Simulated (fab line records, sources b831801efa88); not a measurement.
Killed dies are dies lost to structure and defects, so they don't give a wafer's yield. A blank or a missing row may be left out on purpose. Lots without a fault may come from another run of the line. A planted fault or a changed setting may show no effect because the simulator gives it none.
One fault seen from 2 desks | flow sky130 | each desk has only its own numbers; what lay behind them comes last

THE METROLOGY DESK
What the gauges read, lot by lot, whatever tool the lot ran on: means of the sampled wafers that have a number. A lot is out of limits, marked OUT, if its mean lies more than 4 standard deviations from the usual mean; the brackets give that distance.
Columns: A = cd_nm at SKY_POLY_GATE_CD_MEAS_13, usual 150.2 nm; B = POLY_GATE_OVL at SKY_POLY_GATE_OVL_MEAS_14, usual 1 nm
lot  | first seen here | A     | B
L789 | day 17 21:12    | 148.8 | 3
L790 | day 18 07:25    | 150.4 | 3
L796 | day 20 13:28    | 151.2 | 9
L802 | day 22 12:26    | 148.4 | 4
L806 | day 24 02:06    | 152.5 | 0
This desk's finding: nothing out of limits on any of the 5 lots.

THE TOOL OWNER'S DESK: rie_si-02
The tool's own readings at SKY_POLY_GATE_ETCH_17 (etches poly-Si in HBr/Cl2, stops on SiO2, target depth 180 nm, time 70.5 s): means of the sampled wafers that have a number, for each lot that ran on this tool. A lot is out of limits, marked OUT, if its mean lies more than 4 standard deviations from the usual mean; the brackets give that distance.
Columns: A = bias_w at SKY_POLY_GATE_ETCH_17, usual 100.0 W; B = chamber_pressure_mTorr at SKY_POLY_GATE_ETCH_17, usual 10.000 mTorr; C = drypump_motor_current_A at SKY_POLY_GATE_ETCH_17, usual 5.7 A; D = oes_product_au at SKY_POLY_GATE_ETCH_17, usual 0.986 a.u.; E = rf_fwd_power_W at SKY_POLY_GATE_ETCH_17, usual 397.1 W; F = throttle_valve_pct at SKY_POLY_GATE_ETCH_17, usual 33.684 %
lot  | first seen here | A    | B      | C   | D     | E               | F
L789 | day 17 21:32    | 99.9 | 10.001 | 5.6 | 0.976 | 396.7           | 33.686
L790 | day 18 07:44    | 99.9 | 10.003 | 5.8 | 0.988 | 397.9           | 33.687
L796 | day 20 13:48    | 99.7 | 9.994  | 5.4 | 0.969 | 377.8 (-16) OUT | 33.689
This desk's finding: out of limits on L796; first on L796, day 20 13:48 (rf_fwd_power_W at SKY_POLY_GATE_ETCH_17). In limits: L789, L790.

PUT TOGETHER
The tool owner's desk could have raised an alarm at day 20 13:48, on L796.
The metrology desk saw nothing out of limits.
The metrology desk has L796 on record, within its limits.
Of the lots named, all ran SKY_POLY_GATE_ETCH_17 on rie_si-02.

WHAT THE SIMULATOR HAD PUT IN
Process parameter drift: rie_si-02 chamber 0, from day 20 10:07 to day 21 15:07, at SKY_POLY_GATE_ETCH_17. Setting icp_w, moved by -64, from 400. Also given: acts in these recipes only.
Lots struck among those shown: L796.
Hours from the fault's start to each desk's first reading out of limits: the tool owner's desk, 4.
